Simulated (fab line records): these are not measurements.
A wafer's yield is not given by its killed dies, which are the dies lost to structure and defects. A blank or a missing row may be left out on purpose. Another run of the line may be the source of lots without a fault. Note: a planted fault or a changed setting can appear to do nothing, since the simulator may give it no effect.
Matching of chambers || flow gf180mcu || cmp-02 running GF_V3_CMP_26: 4 sister chambers
The step polishes, stops on SiO2, t overpolish 15 s, target thk 0 nm. 8 wafers are shown with their chamber, then 8 later ones without.

## WAFERS, EACH WITH ITS CHAMBER
{"wafer": "L573.5", "chamber": 2, "time_to_endpoint_s (s)": 82, "motor_current_A (A)": 11.9}
{"wafer": "L576.1", "chamber": 2, "time_to_endpoint_s (s)": 84, "motor_current_A (A)": 12.5}
{"wafer": "L576.2", "chamber": 3, "time_to_endpoint_s (s)": 86, "motor_current_A (A)": 11.1}
{"wafer": "L576.3", "chamber": 1, "time_to_endpoint_s (s)": 78, "motor_current_A (A)": 13.1}
{"wafer": "L582.2", "chamber": 1, "time_to_endpoint_s (s)": 80, "motor_current_A (A)": 12.5}
{"wafer": "L582.4", "chamber": 0, "time_to_endpoint_s (s)": 83, "motor_current_A (A)": 11.7}
{"wafer": "L582.5", "chamber": 3, "time_to_endpoint_s (s)": 88, "motor_current_A (A)": 11.5}
{"wafer": "L585.3", "chamber": 0, "time_to_endpoint_s (s)": 85, "motor_current_A (A)": 11.2}

## WAFERS WITHOUT THEIR CHAMBER
{"wafer": "L585.4", "time_to_endpoint_s (s)": 82, "motor_current_A (A)": 12.5}
{"wafer": "L585.5", "time_to_endpoint_s (s)": 84, "motor_current_A (A)": 10.6}
{"wafer": "L586.2", "time_to_endpoint_s (s)": 90, "motor_current_A (A)": 11.6}
{"wafer": "L586.4", "time_to_endpoint_s (s)": 87, "motor_current_A (A)": 12.7}
{"wafer": "L586.6", "time_to_endpoint_s (s)": 88, "motor_current_A (A)": 12.0}
{"wafer": "L587.1", "time_to_endpoint_s (s)": 80, "motor_current_A (A)": 11.3}
{"wafer": "L587.3", "time_to_endpoint_s (s)": 90, "motor_current_A (A)": 11.1}
{"wafer": "L587.4", "time_to_endpoint_s (s)": 87, "motor_current_A (A)": 12.8}

## CHAMBER TAKEN BY EACH
{"wafer": "L585.4", "from the rows above": "can't be placed: 2 or 1", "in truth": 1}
{"wafer": "L585.5", "from the rows above": "can't be placed: 0 or 3", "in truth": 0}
{"wafer": "L586.2", "from the rows above": "can't be placed: 3 or 0", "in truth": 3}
{"wafer": "L586.4", "from the rows above": "can't be placed: 2 or 3 or 0", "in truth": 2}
{"wafer": "L586.6", "from the rows above": "can't be placed: 3 or 0 or 2", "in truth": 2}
{"wafer": "L587.1", "from the rows above": "can't be placed: 0 or 2 or 1", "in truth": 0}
{"wafer": "L587.3", "from the rows above": 3, "in truth": 3}
{"wafer": "L587.4", "from the rows above": "can't be placed: 2 or 3 or 0", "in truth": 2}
Correctly placed: 1 of 8. From these rows, 7 cannot be placed; in 7 the true chamber is one of the candidates. Placed wrongly: 0.
How it was worked out, from the rows above alone: a wafer's distance from a chamber is the root of the sum, over the readings, of the square of ((its reading less the chamber's mean) divided by the reading's scatter). The wafer belongs to the nearest chamber; if the next one is less than 2 further off, it can't be placed. For every chamber, the mean is computed from those of its wafers that are shown. How the scatter is found: for the shown wafers, subtract from each reading the mean of its chamber, square and add these, divide the total by (wafers less chambers), then take the root.
